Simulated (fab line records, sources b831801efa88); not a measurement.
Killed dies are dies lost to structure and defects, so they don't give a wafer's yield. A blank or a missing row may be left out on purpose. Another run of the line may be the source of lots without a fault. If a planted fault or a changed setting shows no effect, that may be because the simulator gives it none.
Chamber matching    flow gf180mcu    4 sister chambers for GF_V5_CMP_04 on cmp-01
The step polishes SiO2. 18 wafers are shown with their chamber, then 9 later ones without.

WAFERS WITH THEIR CHAMBER
wafer   chamber  motorCurrentA (A)
L394.2  0        12.9
L394.4  2        9.7
L394.6  1        12.8
L402.2  1        13.5
L402.3  3        9.6
L402.5  0        13.0
L403.3  1        13.2
L403.5  0        13.0
L403.6  1        13.8
L404.1  3        9.5
L404.4  0        13.0
L404.6  0        13.0
L406.3  1        13.7
L406.4  0        12.8
L406.5  3        9.4
L408.1  2        10.7
L408.2  3        9.2
L408.3  1        12.9

SIGNATURES (means of the wafers above)
reading        chamber 0  chamber 1  chamber 2  chamber 3  scatter within a chamber
motorCurrentA  12.950     13.317     10.200     9.425      0.326
Rule: for a wafer and a chamber, the distance is found by dividing, reading by reading, the gap between the wafer's reading and the chamber's mean by the reading's scatter, squaring, summing and taking the root. The wafer belongs to the nearest chamber; if the next one is less than 2 further off, it can't be placed. The scatter: the root of (the sum of the squares of (reading less its chamber's mean) over the shown wafers, divided by (wafers less chambers)).

WAFERS WITHOUT THEIR CHAMBER
wafer   motorCurrentA (A)
L409.3  10.0
L409.5  10.2
L409.6  9.2
L411.1  9.1
L411.3  13.9
L411.5  12.7
L412.1  10.5
L412.3  9.9
L412.5  13.6

THE CHAMBER EACH PASSED THROUGH
wafer   from the rows above      in truth
L409.3  can't be placed: 2 or 3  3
L409.5  2                        2
L409.6  3                        3
L411.1  3                        3
L411.3  can't be placed: 1 or 0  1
L411.5  can't be placed: 0 or 1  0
L412.1  2                        2
L412.3  can't be placed: 2 or 3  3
L412.5  can't be placed: 1 or 0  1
4 of 9 placed correctly. Cannot be placed on the basis of these rows: 5; the candidates contain the true chamber in 5. Number placed wrongly: 0.
